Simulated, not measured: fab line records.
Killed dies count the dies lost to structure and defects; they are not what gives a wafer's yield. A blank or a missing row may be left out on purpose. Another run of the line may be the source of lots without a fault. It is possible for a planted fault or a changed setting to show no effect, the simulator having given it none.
A lot that was struck, set against a sound lot :: flow gf180mcu :: 18 steps out of a route of 602
Sound: wafers L949.2, L949.3, L949.6. Struck: wafers L955.2, L955.3, L955.5. At the end, the cause is stated.
Per side, at each step with rows, come the tool, then ch with its chambers, and then its first start. Under that, the readings that differ: sound wafers :: struck wafers :: difference of the means :: sigmas: that difference in standard deviations of wafers without a fault.
alike: readings whose means differ by less than 2 such deviations, and words and numbers that are the same on both sides. not compared: withheld readings, readings that some wafer has no value for, bounds like >300 that may hide the same value, and numbers for which the record gives no deviation and whose values overlap.
A row with sigmas, a row that says differs or no value, or rows on one side alone: a step with any of these is where the two part. Numbers that don't overlap but have no deviation are shown without sigmas and don't part them. Lack of a reading on every wafer of one side parts them only where that side has two or more wafers.

first, 3 steps without rows for these wafers: GF_HV_LDD_EXPOSE_04 (exposes mask Nplus LV AREA, target cd 400 nm); GF_HV_LDD_PEB_05; GF_HV_LDD_DEVELOP_06 (develop time 60 s).
GF_HV_LDD_CD_MEAS_07: the cd target is 400 nm.
  struck on cd-sem-01, day 14 18:04; sound on cd-sem-01, day 12 19:35
  alike: cd-nm
GF_HV_LDD_OVL_MEAS_08:
  struck on overlay-02, day 14 18:11; sound on overlay-02, day 12 19:41
  alike: HV_LDD_OVL
then, 1 step without rows for these wafers: GF_HV_LDD_IMPLANT_09.
GF_HV_LDD_STRIP_10: strips in O2/N2.
  sound on plasma-asher-03 ch 0,1, day 12 19:52; struck on plasma-asher-04 ch 0,1, day 14 18:22
  alike: drypump-motor-current-A, heater-power-w, oes-product-au, strip-time-to-endpoint-s
  not compared: rf-hours-counter-h
GF_HV_LDD_TW_MEAS_11:
  struck on film-metro-04, day 14 18:28; sound on film-metro-02, day 12 19:59
reading: HV_LDD_TW
sound: 2366 2372 2373
struck: 2420 2423 2416
difference: +49
sigmas: +2
then, 4 steps without rows for these wafers: GF_HV_LDD_DEHYDRATE_12 (time 60 s); GF_HV_LDD_HMDS_13 (prime time 60 s); GF_HV_LDD_COAT_14 (resist thk 1000 nm); GF_HV_LDD_SOFTBAKE_15 (time 60 s).
GF_HV_LDD_EXPOSE_16: exposes mask Pplus LV AREA, target cd 400 nm.
  sound on iline-stepper-02 ch 0, day 13 06:51; struck on iline-stepper-02 ch 0, day 15 05:54
reading: exposure-dose-mJ-cm2
sound: 139.85 139.56 139.78
struck: 132.92 132.95 133.05
difference: -6.76
sigmas: -42
  alike: mask, reticle-temp-C
then, 2 steps without rows for these wafers: GF_HV_LDD_PEB_17; GF_HV_LDD_DEVELOP_18 (develop time 60 s).
GF_HV_LDD_CD_MEAS_19: the cd target is 400 nm.
  struck on cd-sem-02, day 15 16:13; sound on cd-sem-01, day 13 16:05
reading: cd-nm (nm)
sound: 396.9 396.7 397.0
struck: 382.8 383.4 382.7
difference: -13.9
sigmas: -6
GF_HV_LDD_OVL_MEAS_20:
  struck on overlay-01, day 15 16:20; sound on overlay-01, day 13 16:12
reading: HV_LDD_01_OVL (nm)
sound: 1.5 3.2 0.1
struck: -2.3 -2.4 -0.9
difference: -3.5
sigmas: -3
GF_PASSIVATION_PROBE_99:
  rows exist in the record for the sound wafers here (prober-01, day 31 19:45), none for the struck ones

== WHERE THEY PART ==
First at GF_HV_LDD_TW_MEAS_11; last, within this record, at GF_PASSIVATION_PROBE_99.

WHY: what the simulator had put in
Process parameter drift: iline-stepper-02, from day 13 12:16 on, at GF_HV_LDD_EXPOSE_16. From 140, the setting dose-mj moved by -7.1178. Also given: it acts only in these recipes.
